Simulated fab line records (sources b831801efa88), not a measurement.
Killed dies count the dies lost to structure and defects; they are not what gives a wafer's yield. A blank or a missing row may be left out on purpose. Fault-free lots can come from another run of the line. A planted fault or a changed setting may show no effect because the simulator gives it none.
fab line records + flow sky130
record
- lots=12
- wafers=36
- last_day=50
route steps=708 shown CAPM@551 METAL3@565 CAP2M@604 VIA4@657 PAD_OPEN@708
lots that met no fault: taken from a fault-free run of the same line
start_h: hours from the record's first day to the start of the lot's first wafer shown + wait_h: hours since the lot's step before + " the same as in the row above + L1.1+2: a row that stands for several wafers + - no value, or no start given + * or withheld: withheld + < > ~ a bound
route shown NAME@n: NAME is a module with steps in the file, n the number in the route of the first one + usual: the fault-free wafers' mean and standard deviation + same: alike in all rows + chamber/n: place in a boat + sites: the reading at each site + _std_site: standard deviation of those values + _edge_site: outer sites' mean less inner sites' + radius_mm: for every site, how far away it sits from the centre of the wafer + mask NAME#n: copy n + behind: tool/chamber where the wafer was last shaped + hold: what put the lot on hold/how long, in hours/how the hold closed + device: the transistor (n, p or np) that didn't switch + end of line: the same wafers' tests at the end of the route + for a step that has no rows: nothing shown but its recipe + killed: not the wafer's yield, but the dies lost to structure and defects at the first sort + map: a wafer's dies, x killed, . not, _ none there
set.NAME: setting as actually run; set.NAME@STEP: the setting as run at that earlier step + model.NAME: the simulator's own value behind a step, which no gauge read
steps of the route over a sample of lots; a table a step, a row a wafer
services: from which hour (start_h, from the record's first day; less than 0 if before it) a tool's chamber was out of use, for how many hours, and why
## steps
# step SKY_CAPM_STRIP_14
# recipe
- chemistry=O2/N2
- power_w=1400
- pressure_mtorr=1500
- platen_temp_c=withheld
- o2_flow_sccm=3000
- n2_flow_sccm=300
- overash_fraction=0.5
# usual
- drypump_motor_current_A=5.7/0.43
- oes_product_au=0.710/0.0045
- strip_time_to_endpoint_s=12.65/0.042
| lot.wafer | tool            | chamber | start_h | wait_h | drypump_motor_current_A | oes_product_au | rf_hours_counter_h | strip_time_to_endpoint_s |
|-----------|-----------------|---------|---------|--------|-------------------------|----------------|--------------------|--------------------------|
| L570.1    | plasma_asher-01 | 1       | 861.76  | 0.1    | 4.9                     | 0.708          | 12                 | 12.63                    |
| L570.2    | "               | 0       | "       | "      | 5.8                     | 0.710          | 12                 | 12.66                    |
| L570.4    | "               | 1       | "       | "      | 4.9                     | 0.715          | -                  | 12.66                    |
| L571.1    | plasma_asher-04 | 0       | 884.84  | 0.1    | 6.1                     | 0.710          | 105                | 12.71                    |
| L571.3    | "               | 1       | "       | "      | 6.2                     | 0.705          | -                  | 12.71                    |
| L571.6    | "               | 0       | "       | "      | 6.1                     | 0.714          | -                  | 12.68                    |
| L572.3    | plasma_asher-01 | 1       | 902.58  | 0.1    | 4.9                     | 0.713          | -                  | 12.68                    |
| L572.4    | "               | 0       | "       | "      | 5.8                     | 0.701          | -                  | 12.74                    |
| L572.6    | "               | 1       | "       | "      | 4.9                     | 0.712          | -                  | 12.73                    |
| L574.2    | plasma_asher-01 | 1       | 904.86  | 0.1    | 4.9                     | 0.707          | 17                 | 12.65                    |
| L574.3    | "               | 0       | "       | "      | 5.8                     | 0.711          | -                  | 12.66                    |
| L574.5    | "               | 1       | "       | "      | 4.9                     | 0.716          | -                  | 12.63                    |
| L575.1    | plasma_asher-01 | 0       | 928.36  | 0.1    | 5.7                     | 0.712          | 19                 | 12.65                    |
| L575.4    | "               | 1       | "       | "      | 4.9                     | 0.715          | -                  | 12.69                    |
| L575.5    | "               | 0       | "       | "      | 5.7                     | 0.704          | -                  | 12.66                    |
| L576.1    | plasma_asher-03 | 0       | 942.53  | 0.1    | 5.3                     | 0.711          | 83                 | 12.63                    |
| L576.4    | "               | 1       | "       | "      | 5.9                     | 0.712          | -                  | 12.63                    |
| L576.6    | "               | 0       | "       | "      | 5.3                     | 0.707          | -                  | 12.67                    |
| L577.1    | plasma_asher-01 | 0       | 947.69  | 0.1    | 5.8                     | 0.710          | 21                 | 12.62                    |
| L577.2    | "               | 1       | "       | "      | 4.9                     | 0.704          | 21                 | 12.63                    |
| L577.5    | "               | 1       | "       | "      | 4.9                     | 0.719          | -                  | 12.67                    |
| L583.1    | plasma_asher-04 | 0       | 988.58  | 0.1    | 6.1                     | 0.703          | 117                | 12.73                    |
| L583.4    | "               | 0       | "       | "      | 6.1                     | 0.712          | -                  | 12.62                    |
| L583.6    | "               | 0       | "       | "      | 6.1                     | 0.708          | -                  | 12.68                    |
| L587.2    | plasma_asher-03 | 0       | 996.48  | 0.1    | 5.3                     | 0.714          | 89                 | 12.58                    |
| L587.4    | "               | 0       | "       | "      | 5.3                     | 0.707          | -                  | 12.56                    |
| L587.5    | "               | 0       | "       | "      | 5.3                     | 0.703          | -                  | 12.62                    |
| L589.1    | plasma_asher-03 | 0       | 1011.61 | 0.1    | 5.3                     | 0.709          | 90                 | 12.61                    |
| L589.5    | "               | 1       | "       | "      | 5.9                     | 0.706          | -                  | 12.67                    |
| L589.6    | "               | 0       | "       | "      | 5.3                     | 0.711          | -                  | 12.60                    |
| L590.1    | plasma_asher-01 | 0       | 1021.23 | 0.1    | 5.7                     | 0.708          | 29                 | 12.63                    |
| L590.3    | "               | 1       | "       | "      | 4.9                     | 0.708          | -                  | 12.65                    |
| L590.4    | "               | 0       | "       | "      | 5.8                     | 0.714          | -                  | 12.61                    |
| L592.1    | plasma_asher-03 | 1       | 1026.26 | 0.1    | 5.9                     | 0.713          | 92                 | 12.69                    |
| L592.3    | "               | 1       | "       | "      | 5.9                     | 0.710          | -                  | 12.72                    |
| L592.5    | "               | 0       | "       | "      | 5.3                     | 0.706          | -                  | 12.77                    |
# step SKY_METAL3_DESCUM_15
# recipe
- chemistry=O2
- source_power_w=150
- bias_power_w=0
- pressure_mtorr=10
- temp_c=40
- time_s=8
# usual
- drypump_motor_current_A=6.0/0.44
- oes_product_au=1.000/0.0095
| lot.wafer | tool         | chamber | start_h | wait_h | drypump_motor_current_A | oes_product_au | rf_hours_counter_h |
|-----------|--------------|---------|---------|--------|-------------------------|----------------|--------------------|
| L570.1    | rie_metal-01 | 0       | 888.52  | 0.0    | 5.9                     | 1.001          | 6                  |
| L570.2    | "            | 1       | "       | "      | 5.2                     | 1.003          | 3                  |
| L570.4    | "            | 0       | "       | "      | 5.9                     | 0.985          | -                  |
| L571.1    | rie_metal-01 | 1       | 910.95  | 0.0    | 5.2                     | 1.005          | 4                  |
| L571.3    | "            | 1       | "       | "      | 5.2                     | 1.003          | -                  |
| L571.6    | "            | 1       | "       | "      | 5.2                     | 1.001          | -                  |
| L572.3    | rie_metal-01 | 0       | 928.03  | 0.0    | 5.9                     | 0.984          | -                  |
| L572.4    | "            | 1       | "       | "      | 5.2                     | 0.995          | -                  |
| L572.6    | "            | 0       | "       | "      | 5.9                     | 0.989          | -                  |
| L574.2    | rie_metal-04 | 1       | 930.13  | 0.0    | 6.6                     | 1.004          | -                  |
| L574.3    | "            | 1       | "       | "      | 6.5                     | 0.997          | -                  |
| L574.5    | "            | 1       | "       | "      | 6.6                     | 1.002          | -                  |
| L575.1    | rie_metal-04 | 0       | 952.57  | 0.0    | 5.8                     | 1.010          | 0                  |
| L575.4    | "            | 0       | "       | "      | 5.8                     | 1.018          | -                  |
| L575.5    | "            | 0       | "       | "      | 5.9                     | 1.011          | -                  |
| L576.1    | rie_metal-01 | 1       | 967.74  | 0.0    | 5.2                     | 0.992          | 7                  |
| L576.4    | "            | 0       | "       | "      | 5.9                     | 0.980          | -                  |
| L576.6    | "            | 1       | "       | "      | 5.2                     | 0.999          | -                  |
| L577.1    | rie_metal-02 | 1       | 972.54  | 0.0    | 6.1                     | 1.001          | 1                  |
| L577.2    | "            | 0       | "       | "      | 6.4                     | 1.003          | 14                 |
| L577.5    | "            | 1       | "       | "      | 6.2                     | 0.999          | -                  |
| L583.1    | rie_metal-01 | 1       | 1012.37 | 0.0    | 5.2                     | 1.000          | 9                  |
| L583.4    | "            | 1       | "       | "      | 5.2                     | 0.993          | -                  |
| L583.6    | "            | 0       | "       | "      | 5.9                     | 0.983          | -                  |
| L587.2    | rie_metal-01 | 1       | 1020.80 | 0.0    | 5.2                     | 1.004          | 10                 |
| L587.4    | "            | 1       | "       | "      | 5.2                     | 1.000          | -                  |
| L587.5    | "            | 0       | "       | "      | 5.9                     | 0.989          | -                  |
| L589.1    | rie_metal-02 | 0       | 1035.30 | 0.0    | 6.3                     | 1.005          | 18                 |
| L589.5    | "            | 0       | "       | "      | 6.4                     | 1.010          | -                  |
| L589.6    | "            | 1       | "       | "      | 6.1                     | 1.004          | -                  |
| L590.1    | rie_metal-02 | 0       | 1044.94 | 0.0    | 6.4                     | 1.007          | 18                 |
| L590.3    | "            | 0       | "       | "      | 6.4                     | 1.015          | -                  |
| L590.4    | "            | 1       | "       | "      | 6.1                     | 1.003          | -                  |
| L592.1    | rie_metal-01 | 0       | 1049.04 | 0.0    | 5.8                     | 0.985          | 15                 |
| L592.3    | "            | 0       | "       | "      | 5.9                     | 0.999          | -                  |
| L592.5    | "            | 0       | "       | "      | 5.9                     | 0.992          | -                  |
# step SKY_CAP2M_THK_MEAS_01
# recipe
- reads=SiO2_of_CAP2M_CVD_00
# usual
- CAP2M_CVD_00_THK=15.56/0.2
| lot.wafer | tool          | chamber | start_h | wait_h | CAP2M_CVD_00_THK[nm] |
|-----------|---------------|---------|---------|--------|----------------------|
| L570.1    | film_metro-01 | -       | 916.90  | -      | 15.26                |
| L570.2    | "             | -       | "       | "      | 15.21                |
| L570.4    | "             | -       | "       | "      | 15.36                |
| L571.1    | film_metro-04 | -       | 938.52  | -      | 15.36                |
| L571.3    | "             | -       | "       | "      | 15.38                |
| L571.6    | "             | -       | "       | "      | 15.63                |
| L572.3    | film_metro-03 | -       | 955.55  | -      | 15.53                |
| L572.4    | "             | -       | "       | "      | 15.93                |
| L572.6    | "             | -       | "       | "      | 15.74                |
| L574.2    | film_metro-03 | -       | 957.67  | -      | 15.29                |
| L574.3    | "             | -       | "       | "      | 15.40                |
| L574.5    | "             | -       | "       | "      | 15.74                |
| L575.1    | film_metro-04 | -       | 980.33  | -      | 15.31                |
| L575.4    | "             | -       | "       | "      | 15.76                |
| L575.5    | "             | -       | "       | "      | 15.61                |
| L576.1    | film_metro-01 | -       | 994.45  | -      | 15.58                |
| L576.4    | "             | -       | "       | "      | 15.81                |
| L576.6    | "             | -       | "       | "      | 15.85                |
| L577.1    | film_metro-03 | -       | 998.99  | -      | 15.43                |
| L577.2    | "             | -       | "       | "      | 15.67                |
| L577.5    | "             | -       | "       | "      | 15.54                |
| L583.1    | film_metro-04 | -       | 1037.74 | -      | 15.28                |
| L583.4    | "             | -       | "       | "      | 15.47                |
| L583.6    | "             | -       | "       | "      | 15.35                |
| L587.2    | film_metro-04 | -       | 1047.08 | -      | 15.51                |
| L587.4    | "             | -       | "       | "      | 15.47                |
| L587.5    | "             | -       | "       | "      | 15.54                |
| L589.1    | film_metro-04 | -       | 1060.03 | -      | 15.33                |
| L589.5    | "             | -       | "       | "      | 15.73                |
| L589.6    | "             | -       | "       | "      | 15.56                |
| L590.1    | film_metro-01 | -       | 1069.24 | -      | 15.24                |
| L590.3    | "             | -       | "       | "      | 15.45                |
| L590.4    | "             | -       | "       | "      | 15.67                |
| L592.1    | film_metro-04 | -       | 1073.79 | -      | 15.63                |
| L592.3    | "             | -       | "       | "      | 15.44                |
| L592.5    | "             | -       | "       | "      | 15.70                |
# step SKY_VIA4_CVD_18
# recipe
- material=W
- target_thk_nm=505
- time_s=152.14
- temp_c=400
- pressure_torr=40
# usual
- chamber_pressure_Torr=39.99/0.1
- heater_power_w=914/60
| lot.wafer | tool     | chamber | start_h | wait_h | chamber_pressure_Torr | heater_power_w |
|-----------|----------|---------|---------|--------|-----------------------|----------------|
| L570.1    | cvd_w-02 | 0       | 991.64  | 0.0    | 39.84                 | 889            |
| L570.2    | "        | 1       | "       | "      | 40.03                 | 936            |
| L570.4    | "        | 1       | "       | "      | 40.05                 | 928            |
| L571.1    | cvd_w-01 | 0       | 1012.63 | 0.0    | 40.04                 | 803            |
| L571.3    | "        | 1       | "       | "      | 39.85                 | 966            |
| L571.6    | "        | 1       | "       | "      | 39.92                 | 983            |
| L572.3    | cvd_w-02 | 0       | 1028.67 | 0.1    | 40.02                 | 899            |
| L572.4    | "        | 1       | "       | "      | 39.86                 | 965            |
| L572.6    | "        | 1       | "       | "      | 39.98                 | 954            |
| L574.2    | cvd_w-01 | 1       | 1028.88 | 0.0    | 40.00                 | 943            |
| L574.3    | "        | 0       | "       | "      | 40.06                 | 844            |
| L574.5    | "        | 1       | "       | "      | 39.95                 | 999            |
| L575.1    | cvd_w-02 | 1       | 1051.62 | 0.0    | 39.93                 | 948            |
| L575.4    | "        | 1       | "       | "      | 40.01                 | 926            |
| L575.5    | "        | 1       | "       | "      | 39.91                 | 945            |
| L576.1    | cvd_w-02 | 1       | 1063.47 | 0.0    | 39.84                 | 936            |
| L576.4    | "        | 1       | "       | "      | 40.00                 | 924            |
| L576.6    | "        | 0       | "       | "      | 39.89                 | 882            |
| L577.1    | cvd_w-01 | 0       | 1068.40 | 0.0    | 40.00                 | 820            |
| L577.2    | "        | 1       | "       | "      | 40.03                 | 965            |
| L577.5    | "        | 1       | "       | "      | 40.03                 | 957            |
| L583.1    | cvd_w-01 | 0       | 1102.58 | 0.0    | 41.72                 | 798            |
| L583.4    | "        | 0       | "       | "      | 41.76                 | 820            |
| L583.6    | "        | 1       | "       | "      | 41.71                 | 1009           |
| L587.2    | cvd_w-01 | 1       | 1112.90 | 0.0    | 41.59                 | 995            |
| L587.4    | "        | 0       | "       | "      | 41.68                 | 824            |
| L587.5    | "        | 1       | "       | "      | 41.64                 | 993            |
| L589.1    | cvd_w-02 | 1       | 1123.74 | 0.0    | 39.82                 | 935            |
| L589.5    | "        | 1       | "       | "      | 39.88                 | 934            |
| L589.6    | "        | 0       | "       | "      | 40.11                 | 919            |
| L590.1    | cvd_w-02 | 0       | 1133.52 | 0.0    | 40.12                 | 925            |
| L590.3    | "        | 1       | "       | "      | 39.84                 | 971            |
| L590.4    | "        | 0       | "       | "      | 40.38                 | 903            |
| L592.1    | cvd_w-02 | 1       | 1137.38 | 0.0    | 40.04                 | 960            |
| L592.3    | "        | 1       | "       | "      | 40.06                 | 912            |
| L592.5    | "        | 1       | "       | "      | 40.19                 | 940            |
# step SKY_PAD_OPEN_PROBE_99
# usual
- defect_limited_yield=82.4/2.1
- killed_at_M0_to_M3=44/7.4
- killed_at_M4_up=3.2/2
- killed_at_contacts=24/5.1
- killed_at_front_end=15/4.8
- killed_at_other=0.2/0.46
- killed_dies=86/10
- killed_open=47/7.5
- killed_short=39/7
- sort_bin_3_pad_short=0.9/0.4
- sort_bin_5_function=10.4/1.5
- sort_bin_6_memory=6.3/1.2
- sort_n_pass=406/10
- sort_yield_pct=82.4/2.1
# same
- gross_dies=492
- killed_at_back_side=0
- sort_bin_4_leakage[%]=0
- sort_bin_8_speed[%]=0
| lot.wafer | tool      | chamber | start_h | wait_h | defect_limited_yield[%] | killed_at_M0_to_M3 | killed_at_M4_up | killed_at_contacts | killed_at_front_end | killed_at_other | killed_dies | killed_open | killed_short | sort_bin_3_pad_short[%] | sort_bin_5_function[%] | sort_bin_6_memory[%] | sort_n_pass | sort_yield_pct[%] |
|-----------|-----------|---------|---------|--------|-------------------------|--------------------|-----------------|--------------------|---------------------|-----------------|-------------|-------------|--------------|-------------------------|------------------------|----------------------|-------------|-------------------|
| L587.2    | prober-02 | -       | 1173.49 | 0.1    | 86.2                    | 36                 | 1               | 21                 | 10                  | 0               | 68          | 48          | 20           | 0.6                     | 9.1                    | 4.1                  | 424         | 86.2              |
| L587.4    | prober-02 | -       | 1173.59 | 0.2    | 82.5                    | 37                 | 5               | 29                 | 15                  | 0               | 86          | 33          | 53           | 0.8                     | 11.0                   | 5.7                  | 406         | 82.5              |
| L587.5    | prober-02 | -       | 1173.64 | 0.2    | 80.1                    | 34                 | 1               | 41                 | 22                  | 0               | 98          | 57          | 41           | 0.8                     | 12.2                   | 6.9                  | 394         | 80.1              |
| L592.1    | prober-01 | -       | 1193.35 | 0.1    | 79.5                    | 57                 | 6               | 27                 | 11                  | 0               | 101         | 58          | 43           | 1.0                     | 11.6                   | 7.9                  | 391         | 79.5              |
| L592.3    | prober-01 | -       | 1193.45 | 0.2    | 81.1                    | 41                 | 4               | 35                 | 13                  | 0               | 93          | 47          | 46           | 0.6                     | 12.2                   | 6.1                  | 399         | 81.1              |
| L592.5    | prober-01 | -       | 1193.55 | 0.2    | 79.7                    | 55                 | 2               | 23                 | 20                  | 0               | 100         | 52          | 48           | 1.4                     | 13.6                   | 5.3                  | 392         | 79.7              |
# killed by level:class
L587.2 CONTACT:geometric_particle:open=9 VIA1:geometric_particle:open=9 LI_CONTACT:geometric_particle:open=8 VIA3:geometric_particle:open=7 VIA2:geometric_particle:open=6 METAL2:geometric_particle:short=4 VIA1:geometric_particle:short=4 POLY_GATE:geometric_particle:open=3
L587.4 LOCAL_INTERCONNECT:geometric_particle:short=9 VIA2:geometric_particle:open=7 CONTACT:geometric_particle:open=7 POLY_GATE:geometric_particle:short=6 VIA1:geometric_particle:short=6 LI_CONTACT:geometric_particle:open=6 METAL1:geometric_particle:short=6 FIELD_ISO:geometric_particle:short=5
L587.5 CONTACT:geometric_particle:open=15 LI_CONTACT:geometric_particle:open=9 CONTACT:geometric_particle:short=9 VIA1:geometric_particle:open=8 FIELD_ISO:geometric_particle:open=7 POLY_GATE:geometric_particle:open=5 LOCAL_INTERCONNECT:geometric_particle:short=5 METAL2:geometric_particle:short=5
L592.1 VIA1:geometric_particle:open=12 VIA2:geometric_particle:open=10 CONTACT:geometric_particle:open=8 LI_CONTACT:geometric_particle:open=7 VIA3:geometric_particle:open=7 METAL1:geometric_particle:short=6 VIA2:geometric_particle:short=6 POLY_GATE:geometric_particle:open=5
L592.3 CONTACT:geometric_particle:open=12 VIA1:geometric_particle:open=9 METAL1:geometric_particle:short=7 LI_CONTACT:geometric_particle:short=6 LI_CONTACT:geometric_particle:open=6 LOCAL_INTERCONNECT:geometric_particle:short=5 METAL2:geometric_particle:short=5 VIA2:geometric_particle:short=4
L592.5 VIA1:geometric_particle:open=13 VIA1:geometric_particle:short=9 CONTACT:geometric_particle:open=7 VIA2:geometric_particle:open=7 LOCAL_INTERCONNECT:geometric_particle:short=6 POLY_GATE:geometric_particle:open=5 POLY_GATE:geometric_particle:short=5 METAL1:geometric_particle:short=5
## services
| tool            | chamber | start_h | hours | kind       |
|-----------------|---------|---------|-------|------------|
| rie_metal-04    | 0       | 870.25  | 25.8  | repair     |
| cvd_w-01        | -       | 876.23  | 1.3   | repair     |
| plasma_asher-04 | -       | 899.44  | 2.8   | pm         |
| cvd_w-02        | -       | 900.54  | 1.2   | repair     |
| cvd_w-02        | -       | 904.00  | 14.0  | pm         |
| cvd_w-02        | 0       | 904.00  | 14.0  | vent_cycle |
| cvd_w-02        | 1       | 904.00  | 14.0  | vent_cycle |
| cvd_w-02        | 0       | 918.00  | -     | clean      |
| cvd_w-02        | -       | 920.21  | 6.0   | pm         |
| cvd_w-01        | -       | 930.53  | 2.8   | pm         |
| rie_metal-02    | -       | 948.00  | 1.4   | pm         |
| cvd_w-02        | -       | 951.49  | 2.8   | pm         |
| cvd_w-02        | -       | 984.28  | 1.7   | repair     |
| cvd_w-02        | -       | 1014.91 | 2.0   | repair     |
| rie_metal-01    | 1       | 1047.91 | 1.8   | repair     |
| plasma_asher-04 | -       | 1055.25 | 9.0   | pm         |
| plasma_asher-03 | -       | 1069.45 | 7.2   | repair     |
| rie_metal-01    | -       | 1074.03 | 2.8   | pm         |
| rie_metal-02    | 1       | 1077.07 | 14.7  | repair     |
| cvd_w-01        | 1       | 1083.17 | 19.2  | repair     |
| plasma_asher-01 | -       | 1088.18 | 14.6  | pm         |
| rie_metal-04    | -       | 1096.20 | 4.3   | pm         |
| plasma_asher-01 | -       | 1108.76 | 0.9   | repair     |
| plasma_asher-04 | -       | 1135.16 | 2.7   | repair     |
## key
first_sign
- step=SKY_VIA4_CVD_18
- reading=chamber_pressure_Torr
- direction=up
- sigmas=17
- usual=39.99
- struck=41.68
effect none on later readings
met_at SKY_VIA4_CVD_18
struck_lots L583,L587
not_acting_at SKY_CAPM_STRIP_14,SKY_METAL3_DESCUM_15,SKY_CAP2M_THK_MEAS_01
onset_between 1068.40 1102.58
fault
- kind=process_parameter_drift
- tool=cvd_w-01
- chamber=-
- onset_h=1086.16
- steps=SKY_VIA4_CVD_18
- channel=pressure_torr
- offset=1.7129
- shape=step
- end_h=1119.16
- acts_in=these_recipes_only
- stated=40
